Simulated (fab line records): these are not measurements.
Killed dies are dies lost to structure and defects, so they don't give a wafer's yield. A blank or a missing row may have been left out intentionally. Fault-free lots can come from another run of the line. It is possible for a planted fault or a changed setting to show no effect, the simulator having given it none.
fab line records + flow sky130
[record]
- lots = 4
- wafers = 12
- last-day = 50
route steps=708 shown SONOS_TUNNEL@160 SONOS_ONO@168 GATE_OXIDE@187 PAD_OPEN@708
lots that met no fault: taken from a fault-free run of the same line
start-h: hours from the record's first day to the start of the lot's first wafer shown + wait-h: time in hours since the lot's previous step + " the same as in the row above + L1.1+2: a row that stands for several wafers + - no value, or no start given + * or withheld: withheld + < > ~ a bound
route shown NAME@n: NAME is a module with steps in the file, n the number in the route of the first one + usual: the fault-free wafers' mean and standard deviation + same: alike in all rows + chamber/n: place in a boat + sites: each site's reading + _std_site: standard deviation across them + _edge_site: the outer-site mean with the inner-site mean subtracted + radius-mm: for every site, how far away it sits from the centre of the wafer + mask NAME#n: copy n + behind: the tool/chamber that last shaped the wafer + hold: reason for holding the lot/hours on hold/outcome of the hold + device: whichever transistor did not switch (one of n, p or np) + end of line: the same wafers' tests at the end of the route + a step without rows: its recipe alone + killed: dies lost to structure and defects at the first sort, not the wafer's yield + map: shows each die of a wafer: x if killed, . if not, _ if none is there
set.NAME: the run value of the setting; set.NAME@STEP: its run value at that earlier step + model.NAME: the simulator's own value behind a step, which no gauge read
a table for each step, a row for each wafer; lots at some steps of the route
services: the hour from which a tool's chamber was out of use, counted from the record's first day as start-h (under 0 if before that day), plus the number of hours and why
[[steps]]
[step SKY_SONOS_TUNNEL_DEVELOP_06]
[recipe]
- resist = NOVOLAK
- developer = TMAH
- develop-time-s = 60
- dev-temp-c = 23
[step SKY_SONOS_TUNNEL_IMPLANT_09]
[recipe]
- species = B
- energy-kev = 20
- dose-cm2 = 1e+12
- tilt-deg = withheld
[step SKY_SONOS_TUNNEL_WET_ETCH_10]
[recipe]
- chemistry = dHF
- target-depth-nm = 14
- target = SiO2
- dilution = 100:1
- temp-c = 25
- time-s = 280
[step SKY_SONOS_TUNNEL_STRIP_11]
[recipe]
- chemistry = SPM
- time-s = 600
- temp-c = 130
[step SKY_SONOS_TUNNEL_CLEAN_13]
[recipe]
- chemistry = dHF
- time-s = 20
- dilution = 100:1
- dry = ipa-marangoni
[step SKY_SONOS_ONO_OXIDATION_00]
[recipe]
- temp-c = 800
- ambient = O2
- idle-temp-c = 700
- ramp-up-c-per-min = 10
- ramp-down-c-per-min = 3
- stabilise-s = 600
- purge-s = 300
- target-thk-a = 26
- ox-time-s = 1293
[step SKY_SONOS_ONO_CVD_02]
[recipe]
- material = Si3N4
- precursor = DCS/NH3
- target-thk-nm = 10.5
- temp-c = 770
- time-s = 180
- pressure-mtorr = 250
[step SKY_SONOS_ONO_CVD_04]
[recipe]
- material = SiO2
- precursor = SiH4/N2O
- target-thk-nm = 5.7199
- temp-c = 900
- pressure-mtorr = 400
[usual]
- spike-tc-upper-C = 900.2/1
- zone-power-bottom-pct = 25.7/0.82
- zone-power-top-pct = 30.5/1.2
| lot.wafer | tool     | chamber | start-h | wait-h | spike-tc-upper-C | zone-power-bottom-pct | zone-power-top-pct | model.SiO2_of_SONOS_ONO_CVD_04.thk-nm |
|-----------|----------|---------|---------|--------|------------------|-----------------------|--------------------|---------------------------------------|
| L399.1    | lpcvd-03 | 0       | 306.11  | 0.1    | 900.9            | 26.2                  | 31.1               | 5.646                                 |
| L399.2    | "        | 0       | "       | "      | 901.0            | 26.7                  | 31.1               | 5.684                                 |
| L399.6    | "        | 0       | "       | "      | 901.7            | 26.2                  | 31.3               | 5.612                                 |
| L402.1    | lpcvd-03 | 1       | 328.48  | 0.1    | 899.8            | 24.7                  | 29.0               | 4.193                                 |
| L402.2    | "        | 1       | "       | "      | 900.3            | 24.5                  | 28.5               | 4.238                                 |
| L402.3    | "        | 1       | "       | "      | 898.2            | 24.6                  | 28.8               | 4.293                                 |
| L403.1    | lpcvd-03 | 0       | 337.19  | 0.1    | 900.9            | 26.4                  | 31.5               | 3.914                                 |
| L403.2    | "        | 0       | "       | "      | 902.0            | 26.3                  | 31.0               | 4.078                                 |
| L403.5    | "        | 0       | "       | "      | 899.9            | 26.2                  | 31.7               | 4.121                                 |
| L415.1    | lpcvd-03 | 0       | 432.81  | 0.1    | 900.6            | 26.6                  | 31.5               | 5.638                                 |
| L415.3    | "        | 0       | "       | "      | 901.0            | 26.2                  | 30.9               | 5.679                                 |
| L415.5    | "        | 0       | "       | "      | 901.0            | 26.1                  | 31.6               | 5.497                                 |
[step SKY_SONOS_ONO_THK_MEAS_05]
[recipe]
- reads = SiO2_of_SONOS_ONO_CVD_04
[usual]
- SONOS_ONO_CVD_04_THK = 5.72/0.14
| lot.wafer | tool          | chamber | start-h | wait-h | hold                     | SONOS_ONO_CVD_04_THK[nm] |
|-----------|---------------|---------|---------|--------|--------------------------|--------------------------|
| L399.1    | film-metro-04 | -       | 307.36  | 0.0    | -                        | 5.71                     |
| L399.2    | "             | -       | "       | "      | -                        | 5.76                     |
| L399.6    | "             | -       | "       | "      | -                        | 5.58                     |
| L402.1    | film-metro-01 | -       | 329.73  | 0.0    | await-dispo/0.2h/release | 4.22                     |
| L402.2    | "             | -       | "       | "      | await-dispo/0.2h/release | 4.24                     |
| L402.3    | "             | -       | "       | "      | await-dispo/0.2h/release | 4.25                     |
| L402.1    | film-metro-01 | -       | 330.05  | 0.3    | -                        | 4.17                     |
| L402.2    | "             | -       | "       | "      | -                        | 4.21                     |
| L402.3    | "             | -       | "       | "      | -                        | 4.30                     |
| L403.1    | film-metro-03 | -       | 338.44  | 0.0    | await-dispo/0.2h/release | 3.95                     |
| L403.2    | "             | -       | "       | "      | await-dispo/0.2h/release | 4.01                     |
| L403.5    | "             | -       | "       | "      | await-dispo/0.2h/release | 4.10                     |
| L403.1    | film-metro-03 | -       | 338.67  | 0.2    | -                        | 3.90                     |
| L403.2    | "             | -       | "       | "      | -                        | 4.12                     |
| L403.5    | "             | -       | "       | "      | -                        | 4.11                     |
| L415.1    | film-metro-01 | -       | 434.06  | 0.0    | -                        | 5.60                     |
| L415.3    | "             | -       | "       | "      | -                        | 5.63                     |
| L415.5    | "             | -       | "       | "      | -                        | 5.52                     |
[step SKY_SONOS_ONO_HMDS_07]
[recipe]
- prime-time-s = 60
- prime-temp-c = 120
[step SKY_SONOS_ONO_COAT_08]
[recipe]
- resist = NOVOLAK
- spin-rpm = 3000
- resist-thk-nm = 1140
[step SKY_SONOS_ONO_SOFTBAKE_09]
[recipe]
- temp-c = 90
- time-s = 60
- resist = NOVOLAK
[step SKY_SONOS_ONO_EXPOSE_10]
[recipe]
- mask-id = ONOM
- target-cd-nm = 410
- na = 0.6
- source-shape = conventional
- sigma-outer = 0.6
- dose-mj = 150
[step SKY_SONOS_ONO_PEB_11]
[recipe]
- temp-c = withheld
- time-s = *
- resist = NOVOLAK
[step SKY_SONOS_ONO_DEVELOP_12]
[recipe]
- develop-time-s = 60
- dev-temp-c = 23
[step SKY_SONOS_ONO_ETCH_15]
[recipe]
- target-depth-nm = 19.52
- chemistry = CHF3/O2
- source-w = 600
- bias-w = 200
- pressure-mtorr = 40
- chf3-flow-sccm = 50
- O2_flow_sccm = 5
- time-s = 7.8
[step SKY_SONOS_ONO_WET_ETCH_16]
[recipe]
- chemistry = dHF
- target-depth-nm = 14
- dry = n2-spin
- target = SiO2
- dilution = 100:1
- temp-c = 25
- time-s = 280
[step SKY_SONOS_ONO_STRIP_17]
[recipe]
- chemistry = O2/N2
- power-w = 1400
- pressure-mtorr = 1500
- platen-temp-c = withheld
- o2-flow-sccm = 3000
- n2-flow-sccm = 300
- overash-fraction = 0.5
[step SKY_SONOS_ONO_WET_ETCH_18]
[recipe]
- chemistry = H3PO4
- target-depth-nm = 15
- target = Si3N4
- temp-c = 160
- time-s = 172
[step SKY_GATE_OXIDE_CLEAN_00]
[recipe]
- chemistry = SC1/SC2
- mix = 1:4:20
- temp-c = 70
- time-s = 150
- dry = n2-spin
[step SKY_GATE_OXIDE_OXIDATION_01]
[recipe]
- temp-c = 900
- ambient = O2
- stabilise-s = 600
- purge-s = 300
- target-thk-a = 102.68
- ox-time-s = 1473
[step SKY_GATE_OXIDE_DEHYDRATE_03]
[recipe]
- temp-c = 200
- time-s = 60
[step SKY_GATE_OXIDE_HMDS_04]
[recipe]
- prime-time-s = 60
- prime-temp-c = 120
[step SKY_GATE_OXIDE_COAT_05]
[recipe]
- resist = NOVOLAK
- spin-rpm = 3000
- resist-thk-nm = 1162
[step SKY_GATE_OXIDE_SOFTBAKE_06]
[recipe]
- temp-c = 90
- time-s = 60
- resist = NOVOLAK
[step SKY_GATE_OXIDE_EXPOSE_07]
[recipe]
- mask-id = LVOM
- na = 0.6
- source-shape = conventional
- sigma-outer = 0.6
- polarization = unpolarized
- target-cd-nm = 600
- dose-mj = 170
[step SKY_GATE_OXIDE_PEB_08]
[recipe]
- temp-c = withheld
- time-s = *
- resist = NOVOLAK
[step SKY_GATE_OXIDE_DEVELOP_09]
[recipe]
- resist = NOVOLAK
- developer = TMAH
- develop-time-s = 60
- dev-temp-c = 23
[step SKY_GATE_OXIDE_IMPLANT_11]
[recipe]
- species = B
- energy-kev = 10
- dose-cm2 = 2.6e+12
- tilt-deg = withheld
[step SKY_GATE_OXIDE_WET_ETCH_12]
[recipe]
- chemistry = dHF
- target-depth-nm = 16.8
- dry = n2-spin
- target = SiO2
- dilution = 100:1
- temp-c = 25
- time-s = 336
[step SKY_GATE_OXIDE_STRIP_13]
[recipe]
- chemistry = O2/N2
- power-w = 1400
- pressure-mtorr = 1500
- platen-temp-c = withheld
- o2-flow-sccm = 3000
- n2-flow-sccm = 300
- overash-fraction = 0.5
[step SKY_GATE_OXIDE_CLEAN_15]
[recipe]
- chemistry = SC1/SC2
- mix = 1:4:20
- temp-c = 70
- time-s = 150
- dry = n2-spin
[usual]
- bath-guard-temp-C = 69.8/0.67
| lot.wafer | tool         | chamber | start-h | wait-h | bath-guard-temp-C | model.SiO2_of_SONOS_ONO_CVD_04.thk-nm |
|-----------|--------------|---------|---------|--------|-------------------|---------------------------------------|
| L399.1    | wet-bench-02 | 0       | 363.29  | 0.1    | 68.7              | 4.119                                 |
| L399.2    | "            | 0       | "       | "      | 68.4              | 4.159                                 |
| L399.6    | "            | 0       | "       | "      | 69.3              | 4.09                                  |
| L402.1    | wet-bench-03 | 3       | 389.89  | 0.1    | 70.1              | 2.663                                 |
| L402.2    | "            | 3       | "       | "      | 69.7              | 2.709                                 |
| L402.3    | "            | 3       | "       | "      | 69.9              | 2.769                                 |
| L403.1    | wet-bench-03 | 0       | 397.38  | 0.1    | 70.2              | 2.386                                 |
| L403.2    | "            | 0       | "       | "      | 69.9              | 2.55                                  |
| L403.5    | "            | 0       | "       | "      | 70.0              | 2.593                                 |
| L415.1    | wet-bench-04 | 1       | 501.44  | 0.1    | 70.9              | 4.11                                  |
| L415.3    | "            | 1       | "       | "      | 70.9              | 4.144                                 |
| L415.5    | "            | 1       | "       | "      | 71.1              | 3.971                                 |
[step SKY_PAD_OPEN_PROBE_99]
[usual]
- killed_at_M0_to_M3 = 44/6.3
- killed_at_M4_up = 3.1/2
- killed-at-contacts = 24/4.8
- killed-at-front-end = 15/4.6
- killed-at-other = 0.2/0.51
- killed-dies = 87/8.4
- killed-open = 48/6.4
- killed-short = 39/5.9
[same]
- gross-dies = 492
- killed-at-back-side = 0
| lot.wafer | tool      | chamber | start-h | wait-h | killed_at_M0_to_M3 | killed_at_M4_up | killed-at-contacts | killed-at-front-end | killed-at-other | killed-dies | killed-open | killed-short | model.etest.sonos-uncharged.r-on-ohm-um | model.etest.sonos-erased.drive-ua-um | model.etest.cap-ono.gate-log10-a-cm2 | model.etest.cap-ono.gate-bv-v | model.etest.cap-ono.tox-acc-nm | model.etest.sonos-programmed.vt-v | model.etest.sonos-baked.vt-v | model.etest.sonos-erased.vt-v |
|-----------|-----------|---------|---------|--------|--------------------|-----------------|--------------------|---------------------|-----------------|-------------|-------------|--------------|-----------------------------------------|--------------------------------------|--------------------------------------|-------------------------------|--------------------------------|-----------------------------------|------------------------------|-------------------------------|
| L399.1    | prober-01 | -       | 1112.98 | 0.1    | 43                 | 4               | 28                 | 22                  | 0               | 97          | 57          | 40           | 816.3                                   | 190.6                                | -7.899                               | 16.09                         | 12.93                          | 1.442                             | 0.9719                       | -2.274                        |
| L399.2    | prober-01 | -       | 1113.03 | 0.1    | 45                 | 4               | 28                 | 14                  | 0               | 91          | 46          | 45           | 819.7                                   | 195.9                                | -7.944                               | 16.61                         | 12.9                           | 1.441                             | 0.9873                       | -2.298                        |
| L399.6    | prober-01 | -       | 1113.23 | 0.2    | 46                 | 4               | 17                 | 17                  | 0               | 84          | 47          | 37           | 811.9                                   | 177                                  | -7.874                               | 16.83                         | 12.89                          | 1.512                             | 0.9789                       | -2.262                        |
| L402.1    | prober-02 | -       | 1137.65 | 0.1    | 37                 | 0               | 25                 | 22                  | 0               | 84          | 47          | 37           | 762.2                                   | 271                                  | -6.161                               | 14.89                         | 11.47                          | 1.944                             | 1.303                        | -2.554                        |
| L402.2    | prober-02 | -       | 1137.70 | 0.1    | 54                 | 2               | 22                 | 16                  | 0               | 94          | 58          | 36           | 766.7                                   | 215.8                                | -6.117                               | 14.97                         | 11.49                          | 1.921                             | 1.301                        | -2.506                        |
| L402.3    | prober-02 | -       | 1137.75 | 0.2    | 52                 | 2               | 25                 | 9                   | 0               | 88          | 50          | 38           | 763.3                                   | 197                                  | -6.194                               | 15.05                         | 11.54                          | 1.897                             | 1.307                        | -2.471                        |
| L403.1    | prober-01 | -       | 1140.83 | 0.1    | 43                 | 2               | 16                 | 15                  | 0               | 76          | 35          | 41           | 746.6                                   | 240.9                                | -5.742                               | 14.72                         | 11.19                          | 1.933                             | 1.324                        | -2.396                        |
| L403.2    | prober-01 | -       | 1140.88 | 0.1    | 46                 | 5               | 20                 | 20                  | 0               | 91          | 42          | 49           | 756                                     | 226                                  | -5.952                               | 14.64                         | 11.3                           | 1.946                             | 1.314                        | -2.456                        |
| L403.5    | prober-01 | -       | 1141.03 | 0.2    | 38                 | 6               | 24                 | 15                  | 0               | 83          | 39          | 44           | 764.3                                   | 230.3                                | -5.984                               | 15.17                         | 11.36                          | 1.925                             | 1.331                        | -2.479                        |
| L415.1    | prober-02 | -       | 1194.85 | 0.1    | 41                 | 2               | 22                 | 9                   | 0               | 74          | 45          | 29           | 819.6                                   | 181                                  | -7.885                               | 16.56                         | 12.82                          | 1.526                             | 1.009                        | -2.282                        |
| L415.3    | prober-02 | -       | 1194.95 | 0.2    | 57                 | 2               | 24                 | 15                  | 0               | 98          | 61          | 37           | 823.7                                   | 182.4                                | -7.869                               | 16.37                         | 12.84                          | 1.557                             | 1.013                        | -2.28                         |
| L415.5    | prober-02 | -       | 1195.05 | 0.2    | 38                 | 0               | 35                 | 16                  | 2               | 91          | 49          | 42           | 823.9                                   | 194.7                                | -7.647                               | 16.38                         | 12.73                          | 1.576                             | 1.026                        | -2.341                        |
// killed by level:class
L399.1 LI_CONTACT:geometric-particle:open=11 VIA1:geometric-particle:open=11 POLY_GATE:geometric-particle:open=10 CONTACT:geometric-particle:open=10 METAL1:geometric-particle:short=6 FIELD_ISO:geometric-particle:open=5 METAL2:geometric-particle:short=5 VIA2:geometric-particle:short=5
L399.2 CONTACT:geometric-particle:short=9 CONTACT:geometric-particle:open=9 VIA1:geometric-particle:open=8 VIA2:geometric-particle:open=8 METAL1:geometric-particle:short=7 VIA3:geometric-particle:open=7 LI_CONTACT:geometric-particle:short=5 METAL2:geometric-particle:short=5
L399.6 VIA1:geometric-particle:open=13 CONTACT:geometric-particle:open=9 METAL2:geometric-particle:short=7 VIA2:geometric-particle:open=7 FIELD_ISO:geometric-particle:open=6 VIA1:geometric-particle:short=5 POLY_GATE:geometric-particle:short=4 VIA3:geometric-particle:open=4
L402.1 CONTACT:geometric-particle:open=11 LI_CONTACT:geometric-particle:open=10 VIA1:geometric-particle:open=7 POLY_GATE:geometric-particle:open=6 METAL1:geometric-particle:short=5 VIA1:geometric-particle:short=5 FIELD_ISO:geometric-particle:short=4 VIA2:geometric-particle:short=4
L402.2 VIA1:geometric-particle:open=23 CONTACT:geometric-particle:open=10 VIA3:geometric-particle:open=8 VIA2:geometric-particle:short=6 LI_CONTACT:geometric-particle:open=5 FIELD_ISO:geometric-particle:open=4 POLY_GATE:geometric-particle:open=4 POLY_GATE:geometric-particle:short=4
L402.3 VIA1:geometric-particle:open=14 CONTACT:geometric-particle:open=12 VIA2:geometric-particle:open=7 VIA1:geometric-particle:short=6 LI_CONTACT:geometric-particle:open=5 METAL1:geometric-particle:short=5 METAL3:geometric-particle:short=5 VIA3:geometric-particle:open=5
L403.1 VIA1:geometric-particle:open=12 METAL1:geometric-particle:short=6 CONTACT:geometric-particle:open=5 CONTACT:geometric-particle:short=5 METAL2:geometric-particle:short=5 METAL3:geometric-particle:short=5 POLY_GATE:geometric-particle:short=4 FIELD_ISO:geometric-particle:short=3
L403.2 VIA1:geometric-particle:open=9 CONTACT:geometric-particle:open=8 METAL1:geometric-particle:short=7 LOCAL_INTERCONNECT:geometric-particle:short=6 VIA1:geometric-particle:short=6 FIELD_ISO:geometric-particle:short=5 METAL2:geometric-particle:short=5 SONOS_ONO:geometric-particle:open=4
L403.5 CONTACT:geometric-particle:open=9 VIA3:geometric-particle:open=7 METAL2:geometric-particle:short=7 FIELD_ISO:geometric-particle:short=6 CONTACT:geometric-particle:short=6 LI_CONTACT:geometric-particle:open=5 METAL1:geometric-particle:short=5 VIA1:geometric-particle:open=5
L415.1 CONTACT:geometric-particle:open=10 VIA2:geometric-particle:open=9 VIA1:geometric-particle:open=8 METAL2:geometric-particle:short=7 METAL1:geometric-particle:short=6 CONTACT:geometric-particle:short=5 VIA3:geometric-particle:open=4 LI_CONTACT:geometric-particle:open=4
L415.3 VIA1:geometric-particle:open=20 CONTACT:geometric-particle:open=10 VIA3:geometric-particle:open=9 VIA2:geometric-particle:open=7 VIA1:geometric-particle:short=7 LOCAL_INTERCONNECT:geometric-particle:open=5 CONTACT:geometric-particle:short=5 FIELD_ISO:geometric-particle:open=4
L415.5 CONTACT:geometric-particle:open=14 VIA1:geometric-particle:open=13 CONTACT:geometric-particle:short=8 METAL1:geometric-particle:short=6 LI_CONTACT:geometric-particle:open=5 VIA3:geometric-particle:open=5 FIELD_ISO:geometric-particle:short=4 POLY_GATE:geometric-particle:open=4
[[services]]
| tool         | chamber | start-h | hours | kind   |
|--------------|---------|---------|-------|--------|
| wet-bench-02 | -       | 295.38  | 6.0   | repair |
| wet-bench-04 | -       | 311.30  | 4.4   | pm     |
| wet-bench-04 | -       | 346.55  | 2.8   | repair |
| wet-bench-04 | -       | 356.10  | 1.9   | pm     |
| wet-bench-03 | -       | 500.65  | 9.3   | repair |
[[key]]
[first-sign]
- step = SKY_SONOS_ONO_THK_MEAS_05
- reading = visit
- direction = added
[effect]
- step = SKY_SONOS_ONO_THK_MEAS_05
- reading = SONOS_ONO_CVD_04_THK
- direction = down
- sigmas = 11
- usual = 5.72
- struck = 4.13
[model-effect]
- step = SKY_SONOS_ONO_CVD_04
- value = SiO2_of_SONOS_ONO_CVD_04.thk-nm
- without = 5.75
- struck = 4.139
[model-effect]
- step = SKY_GATE_OXIDE_CLEAN_15
- value = SiO2_of_SONOS_ONO_CVD_04.thk-nm
- without = 4.223
- struck = 2.612
[model-effect]
- step = SKY_PAD_OPEN_PROBE_99
- value = etest.sonos-uncharged.r-on-ohm-um
- without = 814.8
- struck = 759.8
met-at SKY_SONOS_ONO_CVD_04
struck-wafers L402.1,L402.2,L402.3,L403.1,L403.2,L403.5
tester-left-out L402,L403
onset-between 306.11 328.48
[fault]
- kind = process-parameter-drift
- tool = lpcvd-03
- chamber = -
- onset-h = 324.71
- steps = SKY_SONOS_ONO_CVD_04
- channel = target-thk-nm
- offset = -1.6111
- shape = step
- end-h = 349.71
- stated = 5.7199
// tester-left-out: of these lots the tester's yield and bins aren't shown, on N5 and GAA mostly nor the transistor test; their killed dies are dies lost to structure and defects alone, not to doping, threshold or leakage, so they don't give the yield
